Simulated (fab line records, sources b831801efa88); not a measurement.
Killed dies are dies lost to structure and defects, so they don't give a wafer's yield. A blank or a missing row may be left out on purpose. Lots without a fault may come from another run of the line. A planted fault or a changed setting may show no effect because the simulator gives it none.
A struck lot beside a sound one | flow sky130 | 17 steps out of a route of 708
Sound: wafers L836.1, L836.2, L836.3. Struck: wafers L832.1, L832.2, L832.5. The cause comes at the end.
At each step with rows: each side's tool, then ch and its chambers, then its first start. Under that, the readings that differ: sound wafers | struck wafers | difference of the means | sigmas: that difference in standard deviations of wafers without a fault.
alike: readings whose means differ by less than 2 such deviations, and words and numbers that are the same on both sides. not compared: withheld readings, readings that some wafer has no value for, bounds like >300 that may hide the same value, and numbers for which the record gives no deviation and whose values overlap.
The two part at a step that has a row with sigmas, a row that says differs or no value, or rows on one side only. Numbers that don't overlap but have no deviation are shown without sigmas and don't part them. A reading that every wafer of one side lacks parts them only if that side has two wafers or more.

SKY_CONTACT_BOW_MEAS_05:
  sound on film_metro-01, day 33 17:16; struck on film_metro-02, day 31 17:56
  alike: CONTACT_BOW
then, 8 steps without rows for these wafers: SKY_CONTACT_DEHYDRATE_06 (time 60 s); SKY_CONTACT_HMDS_07 (prime time 60 s); SKY_CONTACT_COAT_08 (resist thk 60 nm); SKY_CONTACT_COAT_09 (resist thk 450 nm); SKY_CONTACT_SOFTBAKE_10 (time 90 s); SKY_CONTACT_EXPOSE_11 (exposes mask CTM1, target cd 170 nm); SKY_CONTACT_PEB_12; SKY_CONTACT_DEVELOP_13 (develop time 60 s).
SKY_CONTACT_CD_MEAS_14: target cd 170 nm.
  sound on cd_sem-02, day 34 19:53; struck on cd_sem-02, day 32 20:59
  alike: cd_nm
SKY_CONTACT_OVL_MEAS_15:
  sound on overlay-02, day 34 20:01; struck on overlay-01, day 32 21:07
  alike: CONTACT_OVL
SKY_CONTACT_ETCH_16: etches BARC in N2/H2, stops on SiO2, time 45.9 s, target depth 60 nm.
  sound on rie_diel-01 ch 0,1,2, day 34 20:02; struck on rie_diel-03 ch 2,3, day 32 21:09
  alike: bias_w, chamber_pressure_mTorr, drypump_motor_current_A, oes_product_au, throttle_valve_pct
  not compared: rf_hours_counter_h
SKY_CONTACT_ETCH_17: etches SiO2 in C4F8/O2/Ar, stops on Si3N4, target depth 340 nm.
  sound on rie_diel-01 ch 0,1,2, day 34 20:05; struck on rie_diel-03 ch 2,3, day 32 21:11
  no value came back on the struck wafers for bias_w (W), chamber_pressure_mTorr (mTorr), oes_product_au (a.u.); on the sound wafers bias_w (W) reads 1205 1191 1209
  reading                                        | sound             | struck          | difference | sigmas
  model.KrF-thick_of_CONTACT_COAT_09.thk_nm (nm) | 329.1 326.9 328.4 | 391.7 391.6 394 | +64.3      |
SKY_CONTACT_ETCH_18: etches Si3N4 in CHF3/O2, stops on TiN, time 39 s, target depth 75 nm.
  sound on rie_diel-01 ch 0,1,2; struck on rie_diel-03 ch 2,3
  reading                                        | sound             | struck            | difference | sigmas
  oes_product_au (a.u.)                          | 0.848 0.853 0.860 | 0.377 0.374 0.374 | -0.479     | -60
  throttle_valve_pct (%)                         | 8.783 8.799 8.807 | 8.676 8.685 8.674 | -0.118     | -14
  model.KrF-thick_of_CONTACT_COAT_09.thk_nm (nm) | 245 242.9 244.4   | 306.1 306.6 307.5 | +62.6      |
  alike: O2_flow_sccm, bias_w, drypump_motor_current_A
  not compared: rf_hours_counter_h
SKY_CONTACT_STRIP_19: strips in O2/N2.
  sound on plasma_asher-04 ch 0,1, day 34 20:11; struck on plasma_asher-01 ch 0,1, day 32 21:17
  reading                      | sound             | struck            | difference | sigmas
  oes_product_au (a.u.)        | 0.381 0.378 0.378 | 0.415 0.403 0.409 | +0.030     | +7
  strip_time_to_endpoint_s (s) | 3.65 3.62 3.63    | 4.29 4.30 4.31    | +0.67      | +17
  alike: drypump_motor_current_A
  not compared: rf_hours_counter_h
then, 1 step without rows for these wafers: SKY_CONTACT_STRIP_20 (strips in post etch residue remover, time 1200 s).
-- the record jumps here: 14 days lie between the struck wafers' starts before and after (it left off in module CONTACT and takes up again in module PAD_OPEN, whose first step shown is number 708 of the route) --
SKY_PAD_OPEN_PROBE_99:
  sound on prober-01, day 48 04:35; struck on prober-01, day 46 22:02
  reading            | sound    | struck      | difference | sigmas
  killed_at_contacts | 26 28 22 | 417 424 431 | +399       | +78
  killed_dies        | 97 82 93 | 492 492 492 | +401       | +41
  killed_on_rim      | 21 23 21 | 96 96 96    | +74        | +19
  alike: killed_at_M0_to_M3, killed_at_M4_up, killed_at_front_end, killed_at_other, killed_open, killed_short

WHERE THEY PART
First at SKY_CONTACT_ETCH_17; last, within this record, at SKY_PAD_OPEN_PROBE_99.

WHY: what the simulator had put in
Skipped step whole: rie_diel-03, from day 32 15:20 on, at SKY_CONTACT_ETCH_17. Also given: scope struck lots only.
